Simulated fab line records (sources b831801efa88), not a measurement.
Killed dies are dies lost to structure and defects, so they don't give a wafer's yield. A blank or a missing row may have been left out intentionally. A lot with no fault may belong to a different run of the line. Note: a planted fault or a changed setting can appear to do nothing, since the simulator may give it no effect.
Which tool is to blame? -- flow sky130 -- 21 wafers from 7 lots sampled at 2 of the route's 708 steps

## WHAT THE GAUGES SHOWED, per wafer
SKY_DNWELL_TW_MEAS_09.
lot,measured,on,DNWELL_TW
L708,day 3 11:34,film-metro-01,1114 1111 1118
L711,day 4 02:27,film-metro-02,1112 1120 1118
L715,day 5 00:13,film-metro-02,1122 1116 1117
L717,day 5 12:37,film-metro-03,1109 1108 1101
L722,day 6 13:46,film-metro-01,30 30 30
L724,day 7 01:03,film-metro-01,1111 1114 1112
L730,day 8 08:39,film-metro-01,1115 1110 1116

## WHICH TOOL RAN EACH LOT (tool, then ch and the chambers of the sampled wafers, then the start)
lot,SKY_DNWELL_EXPOSE_04
L708,"iline-stepper-01 ch 0, day 3 03:14"
L711,"iline-stepper-01 ch 0, day 3 17:32"
L715,"iline-stepper-01 ch 0, day 4 15:01"
L717,"iline-stepper-02 ch 0, day 5 02:46"
L722,"iline-stepper-02, day 6 03:34"
L724,"iline-stepper-02 ch 0, day 6 15:34"
L730,"iline-stepper-01 ch 0, day 7 21:32"
- SKY_DNWELL_EXPOSE_04: exposes mask DNM, target cd 3000 nm.

## THE ANSWER, worked out from the rows above alone
Rule: what is usual is taken from the lots themselves. The widest of any qualifying gaps counts: lots, ordered by their means at a reading, are off when they make up no more than a third of the lots, leave a main group of 4 or more, and stand apart from it by 3 or more times the standard deviation of that group's means. Not used: any main group whose means are identical at the precision the tables above print for the reading. A lot without any number at a reading at which 4 lots or more have one is off too. Any other lot the step has rows for is counted as sound.
Off: L722, seen at SKY_DNWELL_TW_MEAS_09 (DNWELL_TW). The main group has a mean of 1114 with a standard deviation of 3.9.
A tool fits if, at a process step before that reading, it ran every lot that is off, and no sound lot after the first of them. The gauges at SKY_DNWELL_TW_MEAS_09 are tried like those tools. None of those tried fits.

## WHAT THE SIMULATOR PUT IN
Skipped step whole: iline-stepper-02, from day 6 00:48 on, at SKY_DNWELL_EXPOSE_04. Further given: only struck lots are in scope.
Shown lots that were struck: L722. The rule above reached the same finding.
